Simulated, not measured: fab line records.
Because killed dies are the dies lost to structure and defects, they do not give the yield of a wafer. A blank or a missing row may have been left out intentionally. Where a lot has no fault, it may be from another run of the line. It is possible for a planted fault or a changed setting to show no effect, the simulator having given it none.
Chamber matching / flow sky130 / SKY_VIA1_CMP_24 on cmp-01 has 4 sister chambers
The step polishes, stops on SiO2, t overpolish 15 s, target thk 0 nm. 8 wafers are shown with their chamber, then 11 later ones without.

== WAFERS, EACH WITH ITS CHAMBER ==
wafer=L078.2; chamber=1; motor_current_A (A)=10.7; edge_zone_pressure_frac=0.999
wafer=L084.6; chamber=0; motor_current_A (A)=10.7; edge_zone_pressure_frac=1.003
wafer=L085.2; chamber=3; motor_current_A (A)=10.7; edge_zone_pressure_frac=0.994
wafer=L085.5; chamber=1; motor_current_A (A)=10.9; edge_zone_pressure_frac=1.003
wafer=L087.2; chamber=0; motor_current_A (A)=10.8; edge_zone_pressure_frac=0.993
wafer=L087.3; chamber=2; motor_current_A (A)=11.6; edge_zone_pressure_frac=1.013
wafer=L087.6; chamber=2; motor_current_A (A)=10.7; edge_zone_pressure_frac=0.998
wafer=L086.2; chamber=3; motor_current_A (A)=11.2; edge_zone_pressure_frac=1.000

== WAFERS WHOSE CHAMBER IS MISSING ==
wafer=L086.3; motor_current_A (A)=11.1; edge_zone_pressure_frac=0.998
wafer=L086.6; motor_current_A (A)=11.5; edge_zone_pressure_frac=0.996
wafer=L090.1; motor_current_A (A)=11.3; edge_zone_pressure_frac=1.000
wafer=L090.3; motor_current_A (A)=11.3; edge_zone_pressure_frac=0.994
wafer=L090.6; motor_current_A (A)=11.1; edge_zone_pressure_frac=0.997
wafer=L093.1; motor_current_A (A)=10.4; edge_zone_pressure_frac=0.988
wafer=L093.2; motor_current_A (A)=10.9; edge_zone_pressure_frac=0.999
wafer=L093.4; motor_current_A (A)=10.7; edge_zone_pressure_frac=1.000
wafer=L095.1; motor_current_A (A)=10.9; edge_zone_pressure_frac=0.993
wafer=L095.5; motor_current_A (A)=11.6; edge_zone_pressure_frac=1.001
wafer=L095.6; motor_current_A (A)=11.2; edge_zone_pressure_frac=1.007

== THE CHAMBER EACH PASSED THROUGH ==
wafer=L086.3; from the rows above=can't be placed: 3 or 1 or 0 or 2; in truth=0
wafer=L086.6; from the rows above=can't be placed: 3 or 2 or 1 or 0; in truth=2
wafer=L090.1; from the rows above=can't be placed: 2 or 3 or 1 or 0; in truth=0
wafer=L090.3; from the rows above=can't be placed: 3 or 0 or 1 or 2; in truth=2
wafer=L090.6; from the rows above=can't be placed: 3 or 0 or 1 or 2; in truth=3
wafer=L093.1; from the rows above=can't be placed: 0 or 3 or 1 or 2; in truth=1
wafer=L093.2; from the rows above=can't be placed: 3 or 1 or 0 or 2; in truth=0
wafer=L093.4; from the rows above=can't be placed: 1 or 0 or 3 or 2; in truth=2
wafer=L095.1; from the rows above=can't be placed: 3 or 0 or 1 or 2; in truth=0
wafer=L095.5; from the rows above=can't be placed: 2 or 3 or 1 or 0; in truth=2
wafer=L095.6; from the rows above=can't be placed: 2 or 1 or 3 or 0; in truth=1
Correct placement for 0 of the 11. From these rows, 11 cannot be placed; in 11 the true chamber is one of the candidates. Number placed wrongly: 0.
How it was worked out, from the rows above alone: a wafer's distance from a chamber is the root of the sum, over the readings, of the square of ((its reading less the chamber's mean) divided by the reading's scatter). The wafer belongs to the nearest chamber; if the next one is less than 2 further off, it can't be placed. For every chamber, the mean is computed from those of its wafers that are shown. The scatter: take each reading less its chamber's mean, square it, sum over the shown wafers, divide by the number of wafers less the number of chambers, and take the root.
